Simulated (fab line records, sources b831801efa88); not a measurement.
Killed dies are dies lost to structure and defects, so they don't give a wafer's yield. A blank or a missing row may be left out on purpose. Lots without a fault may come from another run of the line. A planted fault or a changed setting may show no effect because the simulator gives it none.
fab line records | flow sky130
record lots=12 wafers=36 last_day=50
route steps=708 shown LI_CONTACT@381 CONTACT@406 PAD_OPEN@708
lots that met no fault: from a run of the same line without faults
start_h: hours from the record's first day to the start of the lot's first wafer shown | wait_h: hours since the lot's step before | " the same as in the row above | L1.1+2: a row that stands for several wafers | - no value, or no start given | * or withheld: withheld | < > ~ a bound
route shown NAME@n: a module of which the file shows steps, and the number in the route of the first | usual: mean/standard deviation of fault-free wafers | same: alike in all rows | chamber/n: place in a boat | sites: the reading at each site | _std_site: their standard deviation | _edge_site: outer sites' mean less inner sites' | radius_mm: how far each site lies from the wafer's centre | mask NAME#n: copy n | behind: the tool/chamber that last shaped the wafer | hold: why the lot was held/for how many hours/how that ended | device: the transistor (n, p or np) that didn't switch | end of line: the same wafers' tests at the end of the route | a step without rows: its recipe alone | killed: dies lost to structure and defects at the first sort, not the wafer's yield | map: a wafer's dies, x killed, . not, _ none there
set.NAME: the setting as run; set.NAME@STEP: as run at that earlier step | model.NAME: the simulator's own value behind a step, which no gauge read
steps of the route over a sample of lots; a table a step, a row a wafer
services: from which hour (start_h, from the record's first day; less than 0 if before it) a tool's chamber was out of use, for how many hours, and why
## steps
# step SKY_LI_CONTACT_SPUTTER_19
# recipe material=Ti target_thk_nm=20 chamber_pressure_pa=5 power_w=2500 substrate_temp_c=200 time_s=106.37
# usual throttle_valve_pct=29.8/1
# columns lot.wafer tool chamber start_h wait_h throttle_valve_pct
L575.1 pvd_sputter-04 - 675.26 0.0 31.3
L575.3 " - " " 30.6
L575.5 " - " " 30.6
L576.1 pvd_sputter-01 - 691.49 0.0 28.3
L576.3 " - " " 31.0
L576.4 " - " " 28.4
L578.2 pvd_sputter-01 - 701.91 0.0 31.0
L578.3 " - " " 28.8
L578.5 " - " " 31.0
L582.1 pvd_sputter-03 - 732.14 0.0 30.2
L582.3 " - " " 30.8
L582.5 " - " " 30.2
L585.1 pvd_sputter-03 - 758.34 0.0 30.2
L585.3 " - " " 30.2
L585.4 " - " " 29.7
L587.1 pvd_sputter-01 - 776.53 0.0 28.6
L587.5 " - " " 28.5
L587.6 " - " " 28.5
L588.2 pvd_sputter-04 - 786.85 0.0 28.9
L588.3 " - " " 30.1
L588.5 " - " " 30.1
L594.1 pvd_sputter-04 - 843.70 0.0 30.6
L594.2 " - " " 31.3
L594.6 " - " " 30.0
L596.3 pvd_sputter-01 - 845.01 0.0 30.9
L596.4 " - " " 28.2
L596.5 " - " " 28.4
L595.2 pvd_sputter-04 - 847.57 0.0 30.1
L595.3 " - " " 30.8
L595.5 " - " " 30.3
L597.2 pvd_sputter-01 - 867.10 0.0 28.6
L597.3 " - " " 28.5
L597.4 " - " " 31.0
L598.4 pvd_sputter-01 - 871.68 0.0 28.7
L598.5 " - " " 28.7
L598.6 " - " " 28.2
# step SKY_LI_CONTACT_RS_MEAS_22
# recipe thk_meas_gauge=four-point-probe reads=W_of_LI_CONTACT_CVD_21+TiN_of_LI_CONTACT_SPUTTER_20+Ti_of_LI_CONTACT_SPUTTER_19
# usual LI_CONTACT_W_RS=0.2861/0.0027
# columns lot.wafer tool chamber start_h wait_h LI_CONTACT_W_RS[ohm/sq]
L575.1 film_metro-02 - 675.52 0.1 0.2834
L575.3 " - " " 0.2843
L575.5 " - " " 0.2815
L576.1 film_metro-03 - 691.75 0.1 0.2895
L576.3 " - " " 0.2846
L576.4 " - " " 0.2875
L578.2 film_metro-03 - 702.19 0.1 0.2822
L578.3 " - " " 0.2868
L578.5 " - " " 0.2859
L582.1 film_metro-01 - 732.41 0.1 0.2857
L582.3 " - " " 0.2824
L582.5 " - " " 0.2850
L585.1 film_metro-02 - 758.61 0.1 0.2818
L585.3 " - " " 0.2801
L585.4 " - " " 0.2818
L587.1 film_metro-01 - 776.79 0.1 0.2874
L587.5 " - " " 0.2891
L587.6 " - " " 0.2890
L588.2 film_metro-01 - 787.13 0.1 0.2824
L588.3 " - " " 0.2827
L588.5 " - " " 0.2839
L594.1 film_metro-02 - 843.96 0.1 0.2875
L594.2 " - " " 0.2854
L594.6 " - " " 0.2869
L596.3 film_metro-02 - 845.32 0.1 0.2872
L596.4 " - " " 0.2876
L596.5 " - " " 0.2894
L595.2 film_metro-02 - 847.85 0.1 0.2882
L595.3 " - " " 0.2883
L595.5 " - " " 0.2902
L597.2 film_metro-02 - 867.38 0.1 0.2860
L597.3 " - " " 0.2873
L597.4 " - " " 0.2900
L598.4 film_metro-03 - 872.01 0.1 0.2887
L598.5 " - " " 0.2852
L598.6 " - " " 0.2892
# step SKY_LI_CONTACT_CMP_24
# recipe stop_on=PSG t_overpolish_s=20 down_force_psi=3.5 platen_rpm=60 target_thk_nm=0 pad_velocity_m_s=0.94248
# usual motor_current_A=10.5/0.85 overpolish_run_s=20.000/0.0092 time_to_endpoint_s=93.8/3
# columns lot.wafer tool chamber start_h wait_h motor_current_A overpolish_run_s time_to_endpoint_s
L575.1 cmp-02 1 675.88 0.2 9.4 19.993 90.0
L575.3 " 2 " " 12.1 20.000 92.1
L575.5 " 3 " " 9.6 19.995 95.6
L576.3 cmp-01 3 691.98 0.1 9.7 20.007 94.6
L576.4 " 0 " " 10.8 19.997 92.8
L576.1 " 1 " " 10.8 19.997 91.5
L578.2 cmp-02 3 702.35 0.0 10.1 19.988 92.8
L578.3 " 1 " " 9.3 20.000 87.9
L578.5 " 3 " " 9.6 19.987 93.6
L582.1 cmp-01 2 732.59 0.1 10.8 19.997 94.7
L582.3 " 1 " " 11.2 19.996 95.2
L582.5 " 2 " " 10.0 20.004 92.8
L585.4 cmp-02 1 758.79 0.0 9.6 19.997 94.9
L585.1 " 2 " " 11.7 20.003 99.0
L585.3 " 0 " " 10.1 20.000 95.0
L587.1 cmp-02 0 777.07 0.1 10.0 19.988 89.4
L587.5 " 2 " " 12.5 19.992 94.6
L587.6 " 3 " " 9.8 20.000 91.4
L588.3 cmp-01 2 787.34 0.1 10.6 19.998 97.8
L588.2 " 3 " " 10.4 19.996 98.1
L588.5 " 1 " " 11.1 19.994 96.0
L594.1 cmp-01 2 844.14 0.1 10.4 20.002 98.4
L594.2 " 0 " " 10.7 19.997 96.2
L594.6 " 3 " " 10.7 19.992 96.0
L596.3 cmp-01 0 845.46 0.0 10.4 19.998 92.8
L596.4 " 2 " " 10.4 20.003 95.0
L596.5 " 1 " " 11.8 20.005 92.1
L595.2 cmp-02 3 848.01 0.0 9.6 20.008 94.3
L595.3 " 0 " " 10.4 19.988 91.7
L595.5 " 0 " " 10.6 19.993 91.9
L597.2 cmp-01 0 867.54 0.0 10.2 19.993 90.7
L597.3 " 2 " " 10.2 19.984 93.6
L597.4 " 3 " " 10.2 19.998 90.5
L598.4 cmp-02 1 872.23 0.1 10.4 19.995 91.9
L598.6 " 3 " " 9.4 19.996 91.2
L598.5 " 0 " " 10.2 20.015 88.1
# step SKY_CONTACT_CVD_00
# recipe material=Si3N4 target_thk_nm=75 temp_c=400 time_s=withheld rf_w=450
# usual heater_power_outer_w=417/69 heater_power_w=696/94
# columns lot.wafer tool chamber start_h wait_h heater_power_outer_w heater_power_w
L575.1 pecvd-01 2 705.05 0.0 322 562
L575.3 " 0 " " 383 604
L575.5 " 0 " " 373 632
L576.1 pecvd-01 2 720.20 0.0 302 540
L576.3 " 1 " " 452 766
L576.4 " 1 " " 464 767
L578.2 pecvd-01 1 731.26 0.0 463 761
L578.3 " 1 " " 471 772
L578.5 " 0 " " 407 665
L582.1 pecvd-04 1 761.25 0.0 435 701
L582.3 " 2 " " 431 663
L582.5 " 2 " " 444 664
L585.1 pecvd-01 2 787.25 0.0 305 524
L585.3 " 1 " " 456 768
L585.4 " 1 " " 455 770
L587.1 pecvd-01 0 804.98 0.0 - -
L587.5 " 2 " " - -
L587.6 " 1 " " - -
L588.2 pecvd-04 2 814.92 0.0 - -
L588.3 " 1 " " - -
L588.5 " 2 " " - -
L594.1 pecvd-04 2 871.11 0.0 465 715
L594.2 " 0 " " 476 810
L594.6 " 1 " " 401 643
L596.3 pecvd-02 2 872.48 0.0 331 600
L596.4 " 1 " " 406 713
L596.5 " 0 " " 318 627
L595.2 pecvd-04 2 874.98 0.0 401 626
L595.3 " 0 " " 505 827
L595.5 " 0 " " 505 829
L597.2 pecvd-04 2 894.31 0.0 499 746
L597.3 " 0 " " 529 856
L597.4 " 1 " " 427 697
L598.4 pecvd-02 0 899.06 0.0 359 675
L598.5 " 1 " " 497 823
L598.6 " 2 " " 370 643
# step SKY_CONTACT_ETCH_18
# recipe target=Si3N4 chemistry=CHF3/O2 stop_on=TiN source_w=600 bias_w=200 pressure_mtorr=40 chf3_flow_sccm=50 O2_flow_sccm=5 time_s=39 target_depth_a=750
# usual drypump_motor_current_A=5.8/0.4 oes_product_au=0.855/0.0072 throttle_valve_pct=8.794/0.0097
# columns lot.wafer tool chamber start_h wait_h drypump_motor_current_A oes_product_au rf_hours_counter_h throttle_valve_pct
L575.1 rie_diel-01 1 - - 5.9 0.850 23 8.789
L575.3 " 0 " " 6.4 0.864 9 8.788
L575.5 " 3 " " 5.0 0.869 - 8.799
L576.1 rie_diel-02 0 - - 6.0 0.855 21 8.785
L576.3 " 2 " " 5.7 0.861 20 8.796
L576.4 " 1 " " 5.7 0.863 11 8.780
L578.2 rie_diel-01 3 - - 5.0 0.841 15 8.803
L578.3 " 0 " " 6.4 0.867 10 8.794
L578.5 " 0 " " 6.4 0.857 - 8.798
L582.1 rie_diel-03 1 - - 5.8 0.853 7 8.802
L582.3 " 0 " " 5.7 0.848 9 8.794
L582.5 " 2 " " 6.5 0.862 - 8.798
L585.1 rie_diel-02 3 - - 6.2 0.847 20 8.812
L585.3 " 1 " " 5.7 0.850 12 8.785
L585.4 " 0 " " 6.0 0.850 23 8.800
L587.1 rie_diel-03 0 - - 5.7 0.373 10 8.682
L587.5 " 2 " " 6.5 0.375 - 8.655
L587.6 " 1 " " 5.8 0.383 - 8.661
L588.2 rie_diel-02 2 - - 5.7 0.374 23 8.672
L588.3 " 3 " " 6.1 0.373 21 8.683
L588.5 " 0 " " 6.0 0.377 - 8.674
L594.1 rie_diel-01 3 - - 5.0 0.851 20 8.807
L594.2 " 2 " " 5.3 0.852 10 8.787
L594.6 " 2 " " 5.3 0.858 - 8.810
L596.3 rie_diel-03 0 - - 5.7 0.844 12 8.788
L596.4 " 2 " " 6.5 0.865 - 8.802
L596.5 " 1 " " 5.7 0.857 - 8.784
L595.2 rie_diel-02 2 - - 5.7 0.850 25 8.796
L595.3 " 3 " " 6.1 0.851 24 8.798
L595.5 " 2 " " 5.7 0.850 - 8.800
L597.2 rie_diel-02 0 - - 6.0 0.856 27 8.808
L597.3 " 1 " " 5.7 0.850 16 8.783
L597.4 " 3 " " 6.1 0.862 24 8.803
L598.4 rie_diel-02 1 - - 5.8 0.876 16 8.808
L598.5 " 1 " " 5.7 0.853 - 8.804
L598.6 " 0 " " 6.0 0.865 - 8.788
# step SKY_PAD_OPEN_PROBE_99
# usual killed_at_M0_to_M3=43/6.9 killed_at_M4_up=3.1/1.9 killed_at_contacts=24/5.4 killed_at_front_end=14/4.3 killed_at_other=0.3/0.53 killed_dies=84/9.5 killed_open=46/6.8 killed_short=38/6
# same gross_dies=492 killed_at_back_side=0
# columns lot.wafer tool chamber start_h wait_h killed_at_M0_to_M3 killed_at_M4_up killed_at_contacts killed_at_front_end killed_at_other killed_dies killed_open killed_short
L587.1 prober-02 - 1143.76 0.1 46 3 21 9 0 79 38 40
L587.5 prober-02 - 1143.96 0.2 39 4 19 12 1 75 37 38
L587.6 prober-02 - 1144.01 0.2 50 4 16 15 1 86 48 38
L588.2 prober-01 - 1157.19 0.1 38 0 19 12 0 69 41 27
L588.3 prober-01 - 1157.24 0.2 43 2 25 24 0 94 55 39
L588.5 prober-01 - 1157.34 0.2 47 5 20 13 0 85 48 36
# killed by level:class
L587.1 VIA1:geometric_particle:open=9 LI_CONTACT:geometric_particle:open=7 VIA2:geometric_particle:open=6 METAL1:geometric_particle:short=6 CONTACT:geometric_particle:open=5 VIA1:geometric_particle:short=5 VIA2:geometric_particle:short=5 VIA3:geometric_particle:open=5
L587.5 VIA1:geometric_particle:open=11 METAL2:geometric_particle:short=8 VIA3:geometric_particle:open=7 METAL1:geometric_particle:short=6 CONTACT:geometric_particle:short=5 CONTACT:geometric_particle:open=5 POLY_GATE:geometric_particle:open=4 LI_CONTACT:geometric_particle:short=4
L587.6 VIA1:geometric_particle:open=9 VIA2:geometric_particle:open=9 CONTACT:geometric_particle:open=8 VIA1:geometric_particle:short=6 VIA3:geometric_particle:short=5 VIA3:geometric_particle:open=4 POLY_GATE:geometric_particle:open=4 POLY_GATE:geometric_particle:short=4
L588.2 VIA1:geometric_particle:open=9 VIA3:geometric_particle:open=8 LI_CONTACT:geometric_particle:open=6 CONTACT:geometric_particle:open=6 METAL2:geometric_particle:short=4 POLY_GATE:geometric_particle:short=4 METAL1:geometric_particle:short=4 METAL2:geometric_particle:open=4
L588.3 VIA1:geometric_particle:open=10 VIA3:geometric_particle:open=8 CONTACT:geometric_particle:open=8 FIELD_ISO:geometric_particle:open=7 FIELD_ISO:geometric_particle:short=7 VIA2:geometric_particle:open=7 LOCAL_INTERCONNECT:geometric_particle:short=7 LI_CONTACT:geometric_particle:open=6
L588.5 VIA3:geometric_particle:open=10 LI_CONTACT:geometric_particle:open=9 VIA1:geometric_particle:open=7 FIELD_ISO:geometric_particle:open=6 VIA1:geometric_particle:short=6 VIA2:geometric_particle:open=6 METAL1:geometric_particle:short=5 METAL2:geometric_particle:short=5
## services
# columns tool chamber start_h hours kind
cmp-01 - 656.63 0.3 repair
rie_diel-02 - 678.25 14.6 pm
pecvd-04 0 683.04 22.1 repair
pecvd-04 2 683.61 8.7 repair
cmp-01 - 687.96 1.8 repair
rie_diel-02 2 696.46 4.6 repair
rie_diel-02 1 700.66 4.5 repair
rie_diel-02 - 702.75 14.8 repair
pvd_sputter-01 - 705.43 4.2 repair
cmp-02 - 716.57 3.1 repair
cmp-01 - 725.97 4.4 pm
cmp-02 - 744.00 4.0 pm
cmp-02 - 746.97 0.7 repair
pecvd-04 1 767.41 19.5 repair
pecvd-04 0 793.80 26.7 repair
cmp-01 - 804.41 1.6 repair
rie_diel-02 1 810.51 3.6 repair
cmp-02 - 820.18 0.4 repair
rie_diel-02 0 869.63 6.4 repair
pecvd-01 2 870.68 1.9 repair
cmp-01 - 887.65 1.0 repair
cmp-02 - 893.31 0.8 repair
cmp-02 - 911.78 5.5 pm
cmp-01 - 912.00 4.0 pm
## key
first_sign step=SKY_CONTACT_CVD_00 reading=tool_record direction=missing
effect step=SKY_CONTACT_ETCH_18 reading=oes_product_au direction=down sigmas=67 usual=0.855 struck=0.376
met_at SKY_CONTACT_CVD_00
struck_lots L587,L588
tester_left_out L587,L588
not_acting_at SKY_LI_CONTACT_SPUTTER_19,SKY_LI_CONTACT_RS_MEAS_22,SKY_LI_CONTACT_CMP_24
onset_between 787.25 804.98
fault kind=skipped_step_whole tool=pecvd-01,pecvd-04 chamber=- onset_h=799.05 steps=SKY_CONTACT_CVD_00 scope=struck_lots_only
# tester_left_out: of these lots the tester's yield and bins aren't shown, on N5 and GAA mostly nor the transistor test; their killed dies are dies lost to structure and defects alone, not to doping, threshold or leakage, so they don't give the yield
